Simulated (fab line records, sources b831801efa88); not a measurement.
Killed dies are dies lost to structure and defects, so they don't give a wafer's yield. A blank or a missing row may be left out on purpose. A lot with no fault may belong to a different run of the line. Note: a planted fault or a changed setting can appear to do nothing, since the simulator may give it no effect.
The tool behind it: which one?	flow gf180mcu	39 wafers from 13 lots sampled at 4 of the route's 602 steps

WHAT THE GAUGES READ, wafer by wafer
GF_V1_OVL_MEAS_15. Usual: V1_OVL -2 nm, standard deviation 5.3.
lot	measured	on	V1_OVL (nm)	flag
L871	day 18 07:23	overlay-02	6 5 6	
L872	day 18 08:04	overlay-02	-2 -1 -9	
L874	day 19 05:26	overlay-01	3 7 -8	
L876	day 20 02:31	overlay-02	6 1 1	
L877	day 20 18:54	overlay-01	4 6 -2	
L883	day 22 22:31	overlay-02	-5 -10 -9	
L884	day 23 03:26	overlay-02	-1 4 -7	
L888	day 24 06:53	overlay-01	-9 1 3	
L890	day 25 05:16	overlay-01	2 9 2	
L891	day 25 07:32	overlay-01	0 -4 -8	
L892	day 25 14:35	overlay-02	-7 -3 -6	
L893	day 26 00:35	overlay-01	6 -1 1	
L894	day 26 07:34	overlay-01	1 -2 -4	

WHAT TOOL EACH LOT RAN ON (gives the tool, then ch and the chambers of the sampled wafers, and finally the start)
lot	GF_SALICIDE_RTA_06	GF_CONTACT_ETCH_16	GF_CONTACT_ETCH_17
L871	rtp_anneal-01 ch 0, day 15 07:59	rie_diel-02 ch 0,1, day 16 06:56	rie_diel-02 ch 0,1, day 18 07:23 or earlier
L872	rtp_anneal-01 ch 0, day 15 08:45	rie_diel-04 ch 0,1,3, day 16 07:17	rie_diel-04 ch 0,1,3, day 18 08:04 or earlier
L874	rtp_anneal-01 ch 0, day 16 03:38	rie_diel-04 ch 0,2,3, day 17 03:38	rie_diel-04 ch 0,2,3, day 19 05:26 or earlier
L876	rtp_anneal-02 ch 0, day 16 22:59	rie_diel-03 ch 0,1,2, day 17 23:04	rie_diel-03 ch 0,1,2, day 20 02:31 or earlier
L877	rtp_anneal-02 ch 0, day 17 15:14	rie_diel-04 ch 0,1, day 18 15:50	rie_diel-04 ch 0,1, day 20 18:54 or earlier
L883	rtp_anneal-01 ch 0, day 19 18:49	rie_diel-02 ch 1,3, day 20 19:58	rie_diel-02 ch 1,3, day 22 22:31 or earlier
L884	rtp_anneal-01 ch 0, day 20 01:06	rie_diel-02 ch 1,2,3, day 21 02:13	rie_diel-02 ch 1,2,3, day 23 03:26 or earlier
L888	rtp_anneal-01 ch 0, day 21 05:45	rie_diel-03 ch 2,3, day 22 06:25	rie_diel-03 ch 2,3, day 24 06:53 or earlier
L890	rtp_anneal-01 ch 0, day 22 05:11	rie_diel-03 ch 1,2,3, day 23 05:09	rie_diel-03 ch 1,2,3, day 25 05:16 or earlier
L891	rtp_anneal-01 ch 0, day 22 07:58	rie_diel-03 ch 0,1,3, day 23 08:16	rie_diel-03 ch 0,1,3, day 25 07:32 or earlier
L892	rtp_anneal-01 ch 0, day 22 16:05	rie_diel-04 ch 0,2, day 23 15:50	rie_diel-04 ch 0,2, day 25 14:35 or earlier
L893	rtp_anneal-01 ch 0, day 23 02:32	rie_diel-02 ch 0,2,3, day 24 02:47	rie_diel-02 ch 0,2,3, day 26 00:35 or earlier
L894	rtp_anneal-01 ch 0, day 23 10:51	rie_diel-04 ch 0,1,3, day 24 10:10	rie_diel-04 ch 0,1,3, day 26 07:34 or earlier
- GF_SALICIDE_RTA_06: time 30 s.
- GF_CONTACT_ETCH_16: etches BARC in N2/H2.
- GF_CONTACT_ETCH_17: etches SiO2 in C4F8/O2/Ar, stops on CoSi2, target depth 860 nm.

AS READ BY THE TOOLS THEMSELVES (means over the sampled wafers that have a number; for cases with no such wafer, the mark the record gives instead)
GF_SALICIDE_RTA_06. Usual: anneal_temp_c_max 532.2, standard deviation 0.46; lamp_power_pct 5.7 %, standard deviation 0.49; wafer_temp_C_max 533.1, standard deviation 0.73.
lot	tool	anneal_temp_c_max	lamp_power_pct (%)	wafer_temp_C_max	flag
L871	rtp_anneal-01	532.5	5.3	532.5	
L872	rtp_anneal-01	532.0	5.3	532.9	
L874	rtp_anneal-01	532.4	5.4	532.1	
L876	rtp_anneal-02	533.0	6.4	534.4	
L877	rtp_anneal-02	532.4	6.4	533.0	
L883	rtp_anneal-01	532.2	5.3	532.8	
L884	rtp_anneal-01	532.1	5.3	532.0	
L888	rtp_anneal-01	532.0	5.3	532.6	
L890	rtp_anneal-01	531.7	5.3	533.3	
L891	rtp_anneal-01	531.9	5.3	533.3	
L892	rtp_anneal-01	531.5	5.3	533.1	
L893	rtp_anneal-01	532.2	5.3	532.7	
L894	rtp_anneal-01	532.1	5.3	533.0	

GF_CONTACT_ETCH_16. Usual: bias_w 100.0 W, standard deviation 0.3; drypump_motor_current_A 6.0 A, standard deviation 0.45; n2_flow_sccm 100.02 sccm, standard deviation 0.3; oes_product_au 0.856 a.u., standard deviation 0.0048; throttle_valve_pct 13.225 %, standard deviation 0.0085.
lot	tool	bias_w (W)	drypump_motor_current_A (A)	n2_flow_sccm (sccm)	oes_product_au (a.u.)	throttle_valve_pct (%)	flag
L871	rie_diel-02	99.8	6.0	99.68	0.858	13.229	
L872	rie_diel-04	100.0	6.2	99.90	0.856	13.233	
L874	rie_diel-04	99.8	6.1	100.31	0.857	13.232	
L876	rie_diel-03	99.9	6.2	99.89	0.859	13.224	
L877	rie_diel-04	100.0	6.4	99.71	0.855	13.234	
L883	rie_diel-02	104.3	6.0	99.92	0.858	13.219	OFF
L884	rie_diel-02	104.0	5.6	99.98	0.857	13.218	OFF
L888	rie_diel-03	99.9	5.7	99.86	0.850	13.224	
L890	rie_diel-03	100.0	5.9	99.97	0.859	13.226	
L891	rie_diel-03	99.9	6.1	99.94	0.854	13.226	
L892	rie_diel-04	100.1	5.9	100.08	0.850	13.229	
L893	rie_diel-02	99.8	5.6	99.82	0.855	13.226	
L894	rie_diel-04	100.1	6.2	99.88	0.858	13.229	

GF_CONTACT_ETCH_17. Usual: bias_w 1200 W, standard deviation 3.8; oes_product_au 0.815 a.u., standard deviation 0.005.
lot	tool	bias_w (W)	oes_product_au (a.u.)	flag
L871	rie_diel-02	1204	0.815	
L872	rie_diel-04	1200	0.815	
L874	rie_diel-04	1199	0.814	
L876	rie_diel-03	1198	0.813	
L877	rie_diel-04	1201	0.813	
L883	rie_diel-02	1202	0.814	
L884	rie_diel-02	1203	0.814	
L888	rie_diel-03	1198	0.816	
L890	rie_diel-03	1203	0.819	
L891	rie_diel-03	1200	0.819	
L892	rie_diel-04	1199	0.817	
L893	rie_diel-02	1199	0.814	
L894	rie_diel-04	1200	0.816	

THE ANSWER, worked out from the rows above alone
Rule: a lot is off if the mean of its wafers that have a number lies more than 3 standard deviations from the usual mean. A lot without any number at a reading at which 4 lots or more have one is off too. All remaining lots with rows at the step are treated as sound. First the gauges in route order, then the tools' own readings, where a lot's mean is used as printed above. At the first step where some lot is off, the reading lying furthest off is the one used; lots without a number count as furthest.
Off: L883, L884 (GF_CONTACT_ETCH_16, bias_w).
A tool fits if, at that step or a process step before it, it ran every lot that is off, and no sound lot after the first of them. None of those tried fits.

WHAT THE SIMULATOR HAD INSERTED
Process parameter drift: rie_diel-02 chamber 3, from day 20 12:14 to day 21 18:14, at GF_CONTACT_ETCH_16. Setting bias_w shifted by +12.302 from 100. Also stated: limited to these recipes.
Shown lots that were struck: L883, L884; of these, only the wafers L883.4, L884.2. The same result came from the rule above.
